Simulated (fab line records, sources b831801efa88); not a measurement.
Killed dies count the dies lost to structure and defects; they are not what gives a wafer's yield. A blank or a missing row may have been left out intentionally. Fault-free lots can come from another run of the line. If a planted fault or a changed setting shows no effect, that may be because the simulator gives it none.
Matching of chambers ; flow sky130 ; rie_diel-01 running SKY_SPACER_ETCHBACK_02: 4 sister chambers
The step etches Si3N4 in CH3F/O2, stops on SiO2, time 46.7 s, target depth 45 nm. 8 wafers are shown with their chamber, then 6 later ones without.

## WAFERS, EACH WITH ITS CHAMBER
wafer;chamber;oes_product_au (a.u.);throttle_valve_pct (%)
L286.5;1;0.853;10.564
L289.1;2;0.862;10.577
L289.4;0;0.852;10.557
L291.4;1;0.862;10.557
L291.5;2;0.849;10.565
L291.6;3;0.853;10.569
L293.4;0;0.846;10.566
L293.5;3;0.844;10.560

## WAFERS WITHOUT THEIR CHAMBER
wafer;oes_product_au (a.u.);throttle_valve_pct (%)
L293.6;0.852;10.552
L294.3;0.853;10.574
L294.4;0.852;10.565
L302.2;0.859;10.561
L302.3;0.860;10.565
L302.5;0.859;10.563

## WHICH CHAMBER EACH ONE RAN IN
wafer;from the rows above;in truth
L293.6;can't be placed: 0 or 1 or 3 or 2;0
L294.3;can't be placed: 2 or 3 or 0 or 1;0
L294.4;can't be placed: 3 or 0 or 2 or 1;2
L302.2;can't be placed: 1 or 0 or 2 or 3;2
L302.3;can't be placed: 1 or 2 or 3 or 0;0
L302.5;can't be placed: 1 or 2 or 0 or 3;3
0 of 6 placed correctly. From these rows, 6 cannot be placed; in 6 the true chamber is one of the candidates. Number placed wrongly: 0.
How it was worked out, from the rows above alone: a wafer's distance from a chamber is the root of the sum, over the readings, of the square of ((its reading less the chamber's mean) divided by the reading's scatter). If the next closest chamber is less than 2 further off than the closest, the wafer can't be placed; otherwise it belongs to the closest. The mean given for a chamber averages the wafers shown for that chamber. The scatter is the square root of a quotient: the sum, over the shown wafers, of each reading's squared deviation from its chamber's mean, divided by wafers minus chambers.
